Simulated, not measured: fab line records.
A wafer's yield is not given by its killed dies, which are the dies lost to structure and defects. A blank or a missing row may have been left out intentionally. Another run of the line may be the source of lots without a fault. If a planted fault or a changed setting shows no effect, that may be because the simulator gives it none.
Problem report, 8D (eight disciplines) form, completed by code || flow gf180mcu || the parts of the form that need people (team, actions taken, sign-off) are left out

== 1. THE PROBLEM ==
At GF_M3_STRIP_17, strip_time_to_endpoint_s averages 7.74 s over 9 wafers from 3 lots, while fault-free wafers read 7.40 s, standard deviation 0.055. Relative to the usual mean, that is a shift of +6.2 standard deviations.
The step: strips in O2/N2.
Seen first at day 24 09:35 on plasma_asher-04, wafer L822.1. The record holds 33 wafers of 11 lots with a number at this step. The rule behind "out" and "out of limits": a value lying over 4 standard deviations away from the usual mean. All remaining wafers that have a number are taken as sound.

== 2. WHAT IT IS, WHAT IT ISN'T ==
{"question": "which readings at this step", "is": "strip_time_to_endpoint_s", "is not": "chamber_pressure_mTorr, drypump_motor_current_A, heater_power_w"}
{"question": "which lots", "is": "L822, L823, L824", "is not": "L814, L820, L825, L831, L832, L835, L836, L837"}
{"question": "which wafers of those lots", "is": "all that have a number", "is not": "-"}
{"question": "read on which tools", "is": "plasma_asher-03, plasma_asher-04", "is not": "plasma_asher-02"}
{"question": "when", "is": "from day 24 09:35", "is not": "up to then (6 sound wafers); but 18 sound wafers of L825, L831, L832, L835, L836, L837 came after"}

== 3. SUSPECTS, AND WHAT RULES EACH OUT ==
Counting: a tool stays on the suspect list if, at a process step up to the reading, it processed all lots that are out and no sound lot following the first of them.
- litho_track-03 at GF_M3_COAT_09 (resist thk 1000 nm): ruled out as a lasting fault. Following L822 (day 23 22:18), the first lot on it that is out, the sound lots L831, L835, L836, L837 were run on it.
Left after counting: nothing in the record.

== 4. THE CAUSE (what the simulator had put in) ==
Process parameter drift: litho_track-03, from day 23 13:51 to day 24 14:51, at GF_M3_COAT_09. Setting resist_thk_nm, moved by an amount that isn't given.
The count ruled it out by mistake, since the rule takes a fault to strike every lot its tool runs from the start of the fault on, and this one did not do so.

== 5. SEQUENCE OF EFFECTS, ordered by route ==
Each row: a reading whose mean over the struck wafers that have a number lies more than 3 standard deviations from the usual. Only readings whose record carries a usual standard deviation are examined. hours: median over the lots of the time between each lot's start at the first step of this table that gives one and its start at this step. sigmas: the change, counted in usual standard deviations.
{"hours": 0, "step": "GF_M3_STRIP_17", "reading": "strip_time_to_endpoint_s", "usual": "7.40 s", "on struck wafers": 7.74, "change": "+0.34", "sigmas": "+6.2"}
Process steps it contains:
- GF_M3_STRIP_17: strips in O2/N2.

== 6. HOW IT WOULD HAVE BEEN CAUGHT EARLIER ==
In this record the first reading out of limits was taken at day 24 09:35, 20 hours after the fault began at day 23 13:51.
An alarm limit of 4 standard deviations would not have fired on the tool readings at GF_M3_COAT_09 for which the record gives a usual standard deviation, since none of them was out on any struck wafer.
